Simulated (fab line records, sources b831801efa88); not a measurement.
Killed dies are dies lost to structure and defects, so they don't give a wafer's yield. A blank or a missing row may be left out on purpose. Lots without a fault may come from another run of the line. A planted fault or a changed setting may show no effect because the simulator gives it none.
Problem report in the 8D (eight disciplines) form, filled by code | flow gf180mcu | the parts of the form that need people (team, actions taken, sign-off) are left out

1. THE PROBLEM
V3_W_RS at GF_V3_RS_MEAS_24 reads a mean of 0.378 ohm/sq on 4 wafers of 2 lots; wafers without a fault read 0.330 ohm/sq with a standard deviation of 0.0045. That is +11 standard deviations from the usual mean.
The step: measures by four-point-probe.
First seen on wafer L926.2, day 28 11:56, on film_metro-02. The record holds 36 wafers of 12 lots with a number at this step. Rule for "out", or "out of limits": more than 4 standard deviations from the usual mean. The other wafers with a number count as sound.

2. WHAT IT IS AND WHAT IT IS NOT
question                    | is                             | is not
which readings at this step | V3_W_RS                        | -
which lots                  | L926, L928                     | L908, L909, L911, L912, L913, L915, L917, L920, L921, L929
which wafers of those lots  | L926.2, L926.6, L928.4, L928.6 | L926.1, L928.1
read on which gauges        | film_metro-02, film_metro-04   | film_metro-01
when                        | from day 28 11:56              | up to then (28 sound wafers); but 4 sound wafers of L928, L929 came after

3. SUSPECTS, AND WHAT RULES EACH OUT
Counting: a tool at a process step up to the reading stays a suspect if it ran every lot that is out. Sound lots after the first of them don't rule it out here, since some wafers of a struck lot are sound.
- the gauge at GF_V3_RS_MEAS_24: ruled out. The wafers that are out were read on 2 gauges (film_metro-02, film_metro-04).
- cvd_w-02 at GF_V3_CVD_23 (deposits W, target thk 350 nm, time 104.9 s): kept. It ran every lot that is out, first L926 (day 28 11:49); its last sound lot up to then is L921 (day 26 23:54).
- Within cvd_w-02 at GF_V3_CVD_23: the wafers that are out ran in chamber 0; their sound lot-mates ran in chamber 1.
Left after counting: cvd_w-02 at GF_V3_CVD_23.

4. THE CAUSE (what the simulator had put in)
Process parameter drift: cvd_w-02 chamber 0, from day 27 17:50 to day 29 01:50, at GF_V3_CVD_23. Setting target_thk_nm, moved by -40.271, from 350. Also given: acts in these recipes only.
Counting left only this tool.

5. THE CHAIN OF EFFECTS, in route order
Each row: a reading whose mean over the struck wafers that have a number lies more than 3 standard deviations from the usual. Only readings for which the record gives a usual standard deviation are gone through. hours: the time from each lot's start at the first step in this table that gives one to its start at this step, as a median over the lots. sigmas: the change in usual standard deviations.
hours | step              | reading  | usual        | on struck wafers | change | sigmas
0     | GF_V3_RS_MEAS_24  | V3_W_RS  | 0.330 ohm/sq | 0.378            | +0.048 | +11
0     | GF_V3_THK_MEAS_25 | V3_W_THK | 355 nm       | 310              | -45    | -6.1
Later measuring or inspecting steps at which every struck wafer that the step has a row for has a number for every such reading, and none has moved that far: GF_M4_RS_MEAS_05, GF_M4_THK_MEAS_06.

6. WHAT WOULD HAVE CAUGHT IT SOONER
In this record the first reading out of limits at a measuring or inspecting step was taken at day 28 11:56, 18 hours after the fault began at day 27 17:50.
Of the tool readings at GF_V3_CVD_23 for which the record gives a usual standard deviation, none was out on any struck wafer, so an alarm limit of 4 standard deviations on them would not have fired.
Of the lots that are out (2), L928 began GF_V3_CVD_23 on cvd_w-02 after day 28 11:56. A hold on the tool at that time would have spared it.
